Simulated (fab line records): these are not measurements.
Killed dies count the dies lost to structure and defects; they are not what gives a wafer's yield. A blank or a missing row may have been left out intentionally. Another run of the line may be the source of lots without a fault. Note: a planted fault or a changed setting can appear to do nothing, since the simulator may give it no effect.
The same fault as seen by 2 desks / flow sky130 / what lay behind the numbers comes last; until then each desk has only its own

## AT THE METROLOGY DESK
What the gauges read for every lot (on any tool): the sampled wafers with a number, averaged. Any lot whose mean is over 4 standard deviations away from the usual mean is out of limits and marked OUT; that distance is given in the brackets.
Columns: A = VIA1_W_RS at SKY_VIA1_RS_MEAS_22, usual 0.422 ohm/sq; B = VIA1_W_THK at SKY_VIA1_THK_MEAS_23, usual 268 nm
lot=L780; first seen here=day 34 15:44; A=0.426; B=268
lot=L781; first seen here=day 34 18:46; A=0.424; B=264
lot=L785; first seen here=day 36 01:02; A=0.408; B=278
lot=L784; first seen here=day 36 02:32; A=0.417; B=273
lot=L786; first seen here=day 36 09:18; A=0.430; B=260
lot=L787; first seen here=day 36 12:09; A=0.422; B=269
lot=L792; first seen here=day 37 20:01; A=0.423; B=268
lot=L798; first seen here=day 39 23:25; A=0.423; B=269
lot=L799; first seen here=day 40 01:10; A=0.416; B=270
lot=L800; first seen here=day 40 15:12; A=0.426; B=265
lot=L802; first seen here=day 40 18:41; A=0.421; B=269
Finding of this desk: none of the 11 lots has anything out of limits.

## TOOL OWNER'S DESK, rie_metal-04
The tool's own readings at SKY_METAL2_METAL_ETCH_19 (etches the open film in Cl2/BCl3, stops on SiO2, target depth 360 nm, time 78 s): means of the sampled wafers that have a number, for each lot that ran on this tool. Any lot whose mean is over 4 standard deviations away from the usual mean is out of limits and marked OUT; that distance is given in the brackets.
Columns: A = bcl3_flow_sccm at SKY_METAL2_METAL_ETCH_19, usual 30.00 sccm; B = bias_w at SKY_METAL2_METAL_ETCH_19, usual 48.50 W; C = drypump_motor_current_A at SKY_METAL2_METAL_ETCH_19, usual 5.8 A; D = oes_product_au at SKY_METAL2_METAL_ETCH_19, usual 0.854 a.u.; E = throttle_valve_pct at SKY_METAL2_METAL_ETCH_19, usual 22.264 %
lot=L780; first seen here=day 35 18:54; A=30.03; B=48.52; C=5.6; D=0.855; E=22.269
lot=L785; first seen here=day 37 04:02; A=29.93; B=48.43; C=5.6; D=0.854; E=22.260
lot=L798; first seen here=day 41 00:29; A=29.96; B=48.48; C=5.7; D=0.846; E=22.263
Finding of this desk: none of the 3 lots has anything out of limits.

## PUT TOGETHER
Metrology desk: nothing out of limits seen.
The tool owner's desk saw nothing out of limits.

## WHAT THE SIMULATOR HAD PUT IN
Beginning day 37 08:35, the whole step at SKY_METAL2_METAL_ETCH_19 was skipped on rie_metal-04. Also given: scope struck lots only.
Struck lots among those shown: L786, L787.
